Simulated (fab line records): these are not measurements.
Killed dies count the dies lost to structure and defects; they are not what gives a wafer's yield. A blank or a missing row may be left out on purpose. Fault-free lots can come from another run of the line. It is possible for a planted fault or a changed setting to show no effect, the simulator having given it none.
Which tool did it? ; flow sky130 ; 36 wafers sampled from 12 lots at 1 step of a route of 708

== WHAT THE GAUGES READ, wafer by wafer ==
SKY_SD_N_RS_MEAS_18: the measuring method here is four-point-probe.
lot;measured;on;RES_XHIGH_RS (ohm/sq)
L074;day 27 22:13;film-metro-02;333.3 333.4 333.2
L077;day 28 19:44;film-metro-01;331.2 330.6 332.6
L080;day 30 10:07;film-metro-04;332.3 333.6 333.6
L081;day 30 16:20;film-metro-04;334.5 332.2 333.1
L083;day 30 23:47;film-metro-04;332.3 333.1 332.1
L085;day 31 22:20;film-metro-02;332.9 333.4 332.6
L087;day 32 15:12;film-metro-02;333.4 333.2 331.6
L089;day 33 01:17;film-metro-02;333.9 333.1 333.2
L091;day 33 12:52;film-metro-02;331.3 332.7 331.8
L093;day 34 04:52;film-metro-04;334.8 335.8 335.0
L095;day 34 14:06;film-metro-01;331.1 330.2 330.2
L097;day 35 07:37;film-metro-01;333.3 331.7 333.2

== WHICH TOOL RAN EACH LOT (tool, then ch and the chambers of the sampled wafers, then the start) ==
Before these readings, the record contains no process step.

== THE ANSWER, worked out from the rows above alone ==
Rule: usual is defined by the lots themselves. Put in order of their means at a reading, lots are off if they are a third of the lots or fewer, leave a main group of 4 or more, and stand apart from it by a gap of 3 or more times the standard deviation of the main group's means; of several such gaps the widest counts. Not used: any main group whose means are identical at the precision the tables above print for the reading. Also off: a lot with no number at a reading for which 4 or more lots have one. All remaining lots with rows at the step are treated as sound.
Nothing can be told from this: no lot is off at any reading shown.

== WHAT THE SIMULATOR PUT IN ==
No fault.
